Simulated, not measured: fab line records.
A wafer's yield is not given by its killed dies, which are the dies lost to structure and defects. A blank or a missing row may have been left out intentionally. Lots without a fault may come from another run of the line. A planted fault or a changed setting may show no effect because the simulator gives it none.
The tool behind it: which one? / flow gf180mcu / Sampling: 10 lots, 30 wafers, 5 of 602 route steps

WHAT THE GAUGES SHOWED, per wafer
GF_V1_THK_MEAS_25: measures by xrf. Usual: V1_W_THK typically reads 354 nm, with standard deviation 5.4.
lot=L254; measured=day 18 04:14; on=film_metro-01; V1_W_THK (nm)=366 361 352; flag=
lot=L255; measured=day 18 16:46; on=film_metro-01; V1_W_THK (nm)=348 359 361; flag=
lot=L261; measured=day 20 16:02; on=film_metro-01; V1_W_THK (nm)=355 355 355; flag=
lot=L264; measured=day 22 01:02; on=film_metro-03; V1_W_THK (nm)=354 346 342; flag=
lot=L265; measured=day 22 07:28; on=film_metro-03; V1_W_THK (nm)=358 355 354; flag=
lot=L267; measured=day 23 01:58; on=film_metro-03; V1_W_THK (nm)=353 355 355; flag=
lot=L268; measured=day 23 09:11; on=film_metro-04; V1_W_THK (nm)=352 355 347; flag=
lot=L275; measured=day 25 17:52; on=film_metro-03; V1_W_THK (nm)=353 344 352; flag=
lot=L276; measured=day 25 20:26; on=film_metro-01; V1_W_THK (nm)=353 359 354; flag=
lot=L277; measured=day 26 04:27; on=film_metro-01; V1_W_THK (nm)=358 355 367; flag=

GF_M2_CD_MEAS_14 targets a cd of 280 nm. Usual: cd_nm reads 280.3 nm (standard deviation 1.2).
lot=L254; measured=day 19 04:17; on=cd_sem-02; cd_nm (nm)=280.4 279.3 279.4; flag=
lot=L255; measured=day 19 17:05; on=cd_sem-02; cd_nm (nm)=278.8 278.2 277.7; flag=
lot=L261; measured=day 21 17:05; on=cd_sem-01; cd_nm (nm)=279.0 279.3 281.3; flag=
lot=L264; measured=day 23 00:29; on=cd_sem-02; cd_nm (nm)=260.6 261.4 260.2; flag=OFF
lot=L265; measured=day 23 06:41; on=cd_sem-02; cd_nm (nm)=258.0 259.3 259.4; flag=OFF
lot=L267; measured=day 24 01:05; on=cd_sem-01; cd_nm (nm)=280.9 280.3 281.2; flag=
lot=L268; measured=day 24 08:20; on=cd_sem-02; cd_nm (nm)=281.0 281.8 281.9; flag=
lot=L275; measured=day 26 14:35; on=cd_sem-01; cd_nm (nm)=279.6 278.9 279.4; flag=
lot=L276; measured=day 26 17:46; on=cd_sem-02; cd_nm (nm)=279.9 280.1 281.0; flag=
lot=L277; measured=day 27 01:13; on=cd_sem-02; cd_nm (nm)=280.9 279.9 279.5; flag=

WHICH TOOL RAN EACH LOT (tool, then ch and the chambers of the sampled wafers, then the start)
lot=L254; GF_V1_SPUTTER_22=pvd_sputter-04, day 18 03:57; GF_M2_SPUTTER_04=pvd_sputter-03, day 18 04:58; GF_M2_EXPOSE_11=krf_scanner-02 ch 0, day 18 16:40
lot=L255; GF_V1_SPUTTER_22=pvd_sputter-01, day 18 16:28; GF_M2_SPUTTER_04=pvd_sputter-03, day 18 17:17; GF_M2_EXPOSE_11=krf_scanner-02 ch 0, day 19 05:17
lot=L261; GF_V1_SPUTTER_22=pvd_sputter-04, day 20 15:46; GF_M2_SPUTTER_04=pvd_sputter-02, day 20 16:35; GF_M2_EXPOSE_11=krf_scanner-01 ch 0, day 21 04:59
lot=L264; GF_V1_SPUTTER_22=pvd_sputter-04, day 22 00:46; GF_M2_SPUTTER_04=pvd_sputter-02, day 22 01:34; GF_M2_EXPOSE_11=krf_scanner-01 ch 0, day 22 13:29
lot=L265; GF_V1_SPUTTER_22=pvd_sputter-02, day 22 07:11; GF_M2_SPUTTER_04=pvd_sputter-01, day 22 08:00; GF_M2_EXPOSE_11=krf_scanner-01 ch 0, day 22 19:38
lot=L267; GF_V1_SPUTTER_22=pvd_sputter-01, day 23 01:42; GF_M2_SPUTTER_04=pvd_sputter-03, day 23 02:31; GF_M2_EXPOSE_11=krf_scanner-02 ch 0, day 23 14:13
lot=L268; GF_V1_SPUTTER_22=pvd_sputter-04, day 23 08:55; GF_M2_SPUTTER_04=pvd_sputter-01, day 23 09:44; GF_M2_EXPOSE_11=krf_scanner-02 ch 0, day 23 21:26
lot=L275; GF_V1_SPUTTER_22=pvd_sputter-01, day 25 17:35; GF_M2_SPUTTER_04=pvd_sputter-02, day 25 18:23; GF_M2_EXPOSE_11=krf_scanner-02 ch 0, day 26 04:57
lot=L276; GF_V1_SPUTTER_22=pvd_sputter-02, day 25 20:09; GF_M2_SPUTTER_04=pvd_sputter-01, day 25 20:58; GF_M2_EXPOSE_11=krf_scanner-02 ch 0, day 26 07:25
lot=L277; GF_V1_SPUTTER_22=pvd_sputter-04, day 26 04:10; GF_M2_SPUTTER_04=pvd_sputter-03, day 26 04:59; GF_M2_EXPOSE_11=krf_scanner-02 ch 0, day 26 15:10
- GF_V1_SPUTTER_22: material TiN, target thk 10 nm, time 40 s.
- GF_M2_SPUTTER_04: material TiN, target thk 50 nm, time 41.7 s.
- GF_M2_EXPOSE_11: exposes mask Metal2, target cd 280 nm.

AS READ BY THE TOOLS THEMSELVES (means over the sampled wafers that have a number; for cases with no such wafer, the mark the record gives instead)
GF_V1_SPUTTER_22. Usual: throttle_valve_pct reads 30.0 % (standard deviation 0.74).
lot=L254; tool=pvd_sputter-04; throttle_valve_pct (%)=30.0; flag=
lot=L255; tool=pvd_sputter-01; throttle_valve_pct (%)=29.7; flag=
lot=L261; tool=pvd_sputter-04; throttle_valve_pct (%)=30.0; flag=
lot=L264; tool=pvd_sputter-04; throttle_valve_pct (%)=29.9; flag=
lot=L265; tool=pvd_sputter-02; throttle_valve_pct (%)=30.5; flag=
lot=L267; tool=pvd_sputter-01; throttle_valve_pct (%)=30.1; flag=
lot=L268; tool=pvd_sputter-04; throttle_valve_pct (%)=30.1; flag=
lot=L275; tool=pvd_sputter-01; throttle_valve_pct (%)=30.6; flag=
lot=L276; tool=pvd_sputter-02; throttle_valve_pct (%)=31.9; flag=
lot=L277; tool=pvd_sputter-04; throttle_valve_pct (%)=29.9; flag=

GF_M2_SPUTTER_04. Usual: throttle_valve_pct reads 29.9 % (standard deviation 0.91).
lot=L254; tool=pvd_sputter-03; throttle_valve_pct (%)=29.9; flag=
lot=L255; tool=pvd_sputter-03; throttle_valve_pct (%)=29.8; flag=
lot=L261; tool=pvd_sputter-02; throttle_valve_pct (%)=30.4; flag=
lot=L264; tool=pvd_sputter-02; throttle_valve_pct (%)=32.0; flag=
lot=L265; tool=pvd_sputter-01; throttle_valve_pct (%)=29.7; flag=
lot=L267; tool=pvd_sputter-03; throttle_valve_pct (%)=29.5; flag=
lot=L268; tool=pvd_sputter-01; throttle_valve_pct (%)=30.2; flag=
lot=L275; tool=pvd_sputter-02; throttle_valve_pct (%)=29.7; flag=
lot=L276; tool=pvd_sputter-01; throttle_valve_pct (%)=30.8; flag=
lot=L277; tool=pvd_sputter-03; throttle_valve_pct (%)=29.7; flag=

GF_M2_EXPOSE_11. Usual: exposure_dose_mJ_cm2 27.91, standard deviation 0.031; reticle_temp_C 23.00 C, standard deviation 0.11.
lot=L254; tool=krf_scanner-02; exposure_dose_mJ_cm2=27.92; reticle_temp_C (C)=23.06; flag=
lot=L255; tool=krf_scanner-02; exposure_dose_mJ_cm2=27.87; reticle_temp_C (C)=22.91; flag=
lot=L261; tool=krf_scanner-01; exposure_dose_mJ_cm2=27.91; reticle_temp_C (C)=22.96; flag=
lot=L264; tool=krf_scanner-01; exposure_dose_mJ_cm2=32.16; reticle_temp_C (C)=23.13; flag=OFF
lot=L265; tool=krf_scanner-01; exposure_dose_mJ_cm2=32.16; reticle_temp_C (C)=22.97; flag=OFF
lot=L267; tool=krf_scanner-02; exposure_dose_mJ_cm2=27.96; reticle_temp_C (C)=22.99; flag=
lot=L268; tool=krf_scanner-02; exposure_dose_mJ_cm2=27.90; reticle_temp_C (C)=23.03; flag=
lot=L275; tool=krf_scanner-02; exposure_dose_mJ_cm2=27.89; reticle_temp_C (C)=22.90; flag=
lot=L276; tool=krf_scanner-02; exposure_dose_mJ_cm2=27.91; reticle_temp_C (C)=22.99; flag=
lot=L277; tool=krf_scanner-02; exposure_dose_mJ_cm2=27.86; reticle_temp_C (C)=23.17; flag=

THE ANSWER, worked out from the rows above alone
Rule: take the mean of a lot's wafers that have a number; if it is more than 3 standard deviations from the usual mean, the lot is off. A lot without any number at a reading at which 4 lots or more have one is off too. All remaining lots with rows at the step are treated as sound. Order of review: gauges by route order, followed by the tools' own readings, for which a lot's mean as printed above is used. At the first step where some lot is off, the reading lying furthest off is the one used; lots without a number count as furthest.
Off: L264, L265 (GF_M2_CD_MEAS_14, cd_nm).
If a tool, at a process step before that reading, ran all the lots that are off and no sound lot after the first of them, it fits. Not tried: the gauges at GF_M2_CD_MEAS_14; whatever is off there is also off at GF_M2_EXPOSE_11, on other tools, and gauge error can't account for it. One fits: krf_scanner-01 at GF_M2_EXPOSE_11. Its last sound lot is L261 (day 21 04:59), its first lot that is off L264 (day 22 13:29): a fault that began between those two fits.
On the lots that are off, the tool's own readings at GF_M2_EXPOSE_11 differ by more than 5 times the standard deviation of the sound lots' means, which bears it out; exposure_dose_mJ_cm2 reads 32.16 there versus 27.90 on the sound lots.

WHAT THE SIMULATOR HAD INSERTED
Process parameters drifting: krf_scanner-01 at GF_M2_EXPOSE_11, beginning at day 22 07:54. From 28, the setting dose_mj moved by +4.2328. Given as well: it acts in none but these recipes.
Shown lots that were struck: L264, L265. The same result came from the rule above.
